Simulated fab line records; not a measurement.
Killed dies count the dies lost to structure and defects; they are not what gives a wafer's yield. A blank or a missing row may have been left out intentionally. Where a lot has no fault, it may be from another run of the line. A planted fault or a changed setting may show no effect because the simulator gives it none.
The tool behind it: which one? | flow sky130 | Sampling: 14 lots, 42 wafers, 5 of 708 route steps

== WHAT THE GAUGES READ, wafer by wafer ==
SKY_VT_ADJUST_LVTN_TW_MEAS_21. Usual: for VT_ADJUST_LVTN_2_TW the level is 187.3 and the standard deviation is 1.2.
lot  | measured     | on            | VT_ADJUST_LVTN_2_TW | flag
L354 | day 7 22:19  | film_metro-02 | 188.0 187.9 188.8   |
L355 | day 8 04:45  | film_metro-04 | 187.0 186.7 186.9   |
L358 | day 10 02:00 | film_metro-04 | 188.5 187.1 187.2   |
L359 | day 10 02:14 | film_metro-02 | 189.1 187.9 188.4   |
L360 | day 10 04:49 | film_metro-02 | 187.9 188.1 189.0   |
L361 | day 11 00:26 | film_metro-02 | 187.2 188.4 188.4   |
L363 | day 11 04:34 | film_metro-03 | 186.7 187.4 187.1   |
L365 | day 12 02:13 | film_metro-03 | 183.8 186.1 185.7   |
L366 | day 12 10:22 | film_metro-03 | 186.5 186.2 186.4   |
L367 | day 12 11:49 | film_metro-02 | 29.9 30.0 30.1      | OFF
L369 | day 12 18:41 | film_metro-02 | 30.1 30.0 30.0      | OFF
L368 | day 12 19:40 | film_metro-03 | 186.5 185.9 184.6   |
L371 | day 13 06:56 | film_metro-04 | 187.8 186.4 187.2   |
L373 | day 13 13:19 | film_metro-02 | 188.6 188.0 188.0   |

SKY_METAL2_OVL_MEAS_16. Usual: for METAL2_OVL the level is 2 nm and the standard deviation is 5.7.
lot  | measured     | on         | METAL2_OVL (nm) | flag
L354 | day 35 13:56 | overlay-01 | 6 13 8          |
L355 | day 36 01:05 | overlay-02 | -5 5 3          |
L358 | day 37 23:10 | overlay-02 | 6 4 5           |
L359 | day 38 03:45 | overlay-01 | 2 6 7           |
L360 | day 38 01:19 | overlay-01 | -7 -4 -4        |
L361 | day 39 11:45 | overlay-01 | 5 3 4           |
L363 | day 39 07:22 | overlay-01 | 2 8 8           |
L365 | day 40 00:04 | overlay-01 | -2 -3 -1        |
L366 | day 40 11:08 | overlay-02 | 2 5 -2          |
L368 | day 40 22:29 | overlay-01 | 6 7 10          |
L371 | day 41 02:22 | overlay-02 | 11 1 7          |
L373 | day 41 13:13 | overlay-01 | 2 5 -2          |

SKY_VIA2_OVL_MEAS_13. Usual: for VIA2_OVL the level is -2 nm and the standard deviation is 5.2.
lot  | measured     | on         | VIA2_OVL (nm) | flag
L354 | day 36 18:14 | overlay-02 | 6 -2 -4       |
L355 | day 37 05:23 | overlay-01 | 6 0 -9        |
L358 | day 39 02:57 | overlay-02 | -2 3 1        |
L359 | day 39 06:55 | overlay-02 | 0 -2 12       |
L360 | day 39 04:17 | overlay-02 | -2 5 4        |
L361 | day 40 14:02 | overlay-02 | -7 -8 1       |
L363 | day 40 10:18 | overlay-02 | -4 -11 -4     |
L365 | day 41 01:36 | overlay-01 | -1 -6 -7      |
L366 | day 41 12:56 | overlay-01 | 1 -5 1        |
L368 | day 42 01:12 | overlay-02 | 2 -2 -3       |
L371 | day 42 03:20 | overlay-01 | 6 4 6         |
L373 | day 42 14:33 | overlay-01 | -11 0 1       |

== TOOL THAT RAN EACH LOT (tool first, then ch and the chambers of the sampled wafers, then the start) ==
lot  | SKY_VT_ADJUST_LVTN_IMPLANT_19   | SKY_CONTACT_ETCH_16
L354 | implanter-01 ch 0, day 7 22:04  | rie_diel-02 ch 1,2,3, day 32 00:56
L355 | implanter-04 ch 0, day 8 04:30  | rie_diel-03 ch 2,3, day 32 11:25
L358 | implanter-04 ch 0, day 10 01:45 | rie_diel-02 ch 0,1,3, day 34 10:29
L359 | implanter-02 ch 0, day 10 02:01 | rie_diel-02 ch 0,1, day 34 15:28
L360 | implanter-04 ch 0, day 10 04:31 | rie_diel-02 ch 0,1,3, day 34 12:55
L361 | implanter-01 ch 0, day 11 00:11 | rie_diel-01 ch 2,3, day 36 00:23
L363 | implanter-04 ch 0, day 11 04:19 | rie_diel-01 ch 0,1, day 35 19:55
L365 | implanter-02 ch 0, day 12 01:58 | rie_diel-02 ch 1,2,3, day 36 13:50
L366 | implanter-01 ch 0, day 12 10:08 | rie_diel-03 ch 1,2, day 37 00:08
L367 | implanter-02, day 12 11:34      | -
L369 | implanter-04, day 12 18:28      | -
L368 | implanter-04 ch 0, day 12 19:25 | rie_diel-03 ch 0,1,2, day 37 13:59
L371 | implanter-01 ch 0, day 13 06:41 | rie_diel-01 ch 0,2,3, day 37 19:56
L373 | implanter-04 ch 0, day 13 13:05 | rie_diel-02 ch 0,3, day 38 05:43
- SKY_VT_ADJUST_LVTN_IMPLANT_19
- SKY_CONTACT_ETCH_16: etches BARC in N2/H2, stops on SiO2, time 45.9 s, target depth 60 nm.

== WHAT THE TOOLS THEMSELVES READ (means of the sampled wafers that have a number; where no wafer has one, the mark that the record gives instead) ==
SKY_VT_ADJUST_LVTN_IMPLANT_19. Usual: beam_energy_keV 29.998, standard deviation 0.0089; beam_on_s 9.98 s, standard deviation 0.21.
lot  | tool         | beam_energy_keV | beam_on_s (s) | flag
L354 | implanter-01 | 29.998          | 10.12         |
L355 | implanter-04 | 29.989          | 9.84          |
L358 | implanter-04 | 29.993          | 9.95          |
L359 | implanter-02 | 30.002          | 10.00         |
L360 | implanter-04 | 30.002          | 10.03         |
L361 | implanter-01 | 29.991          | 9.75          |
L363 | implanter-04 | 29.988          | 10.06         |
L365 | implanter-02 | 30.003          | 9.91          |
L366 | implanter-01 | 29.992          | 10.14         |
L367 | implanter-02 | -               | -             | OFF
L369 | implanter-04 | -               | -             | OFF
L368 | implanter-04 | 29.996          | 10.03         |
L371 | implanter-01 | 30.002          | 10.16         |
L373 | implanter-04 | 29.995          | 9.89          |

SKY_CONTACT_ETCH_16. Usual: chamber_pressure_mTorr 30.00 mTorr, standard deviation 0.031; drypump_motor_current_A 5.8 A, standard deviation 0.4; n2_flow_sccm 100.0 sccm, standard deviation 0.31; oes_product_au 0.854 a.u., standard deviation 0.0043; throttle_valve_pct 13.225 %, standard deviation 0.0085.
lot  | tool        | chamber_pressure_mTorr (mTorr) | drypump_motor_current_A (A) | n2_flow_sccm (sccm) | oes_product_au (a.u.) | throttle_valve_pct (%) | flag
L354 | rie_diel-02 | 30.01                          | 6.2                         | 100.2               | 0.852                 | 13.220                 |
L355 | rie_diel-03 | 29.99                          | 5.8                         | 100.4               | 0.857                 | 13.232                 |
L358 | rie_diel-02 | 29.99                          | 5.9                         | 100.0               | 0.852                 | 13.229                 |
L359 | rie_diel-02 | 30.01                          | 5.6                         | 100.2               | 0.852                 | 13.227                 |
L360 | rie_diel-02 | 29.97                          | 5.9                         | 100.0               | 0.855                 | 13.223                 |
L361 | rie_diel-01 | 30.01                          | 5.9                         | 99.8                | 0.852                 | 13.221                 |
L363 | rie_diel-01 | 30.02                          | 5.7                         | 100.1               | 0.857                 | 13.225                 |
L365 | rie_diel-02 | 29.98                          | 6.2                         | 99.8                | 0.856                 | 13.230                 |
L366 | rie_diel-03 | 29.98                          | 5.3                         | 99.8                | 0.858                 | 13.224                 |
L368 | rie_diel-03 | 30.01                          | 5.4                         | 100.0               | 0.859                 | 13.221                 |
L371 | rie_diel-01 | 30.01                          | 5.8                         | 99.8                | 0.855                 | 13.227                 |
L373 | rie_diel-02 | 29.98                          | 5.6                         | 100.1               | 0.848                 | 13.225                 |

== THE ANSWER, worked out from the rows above alone ==
Rule: a lot counts as off when the mean over its wafers that have a number is more than 3 standard deviations away from the usual mean. Also off: a lot with no number at a reading for which 4 or more lots have one. Any other lot the step has rows for is counted as sound. First the gauges in route order, then the tools' own readings, where a lot's mean is used as printed above. The first step at which some lot is off is used, and at that step the reading that is off furthest; a lot without a number counts as furthest.
Off: at SKY_VT_ADJUST_LVTN_TW_MEAS_21 (VT_ADJUST_LVTN_2_TW), L367, L369.
If a tool, at a process step before that reading, ran all the lots that are off and no sound lot after the first of them, it fits. Not tried: the gauges at SKY_VT_ADJUST_LVTN_TW_MEAS_21; whatever is off there is also off at SKY_VT_ADJUST_LVTN_IMPLANT_19, on other tools, and gauge error can't account for it. Not one of the candidates tried fits.

== WHAT HAD BEEN PUT IN BY THE SIMULATOR ==
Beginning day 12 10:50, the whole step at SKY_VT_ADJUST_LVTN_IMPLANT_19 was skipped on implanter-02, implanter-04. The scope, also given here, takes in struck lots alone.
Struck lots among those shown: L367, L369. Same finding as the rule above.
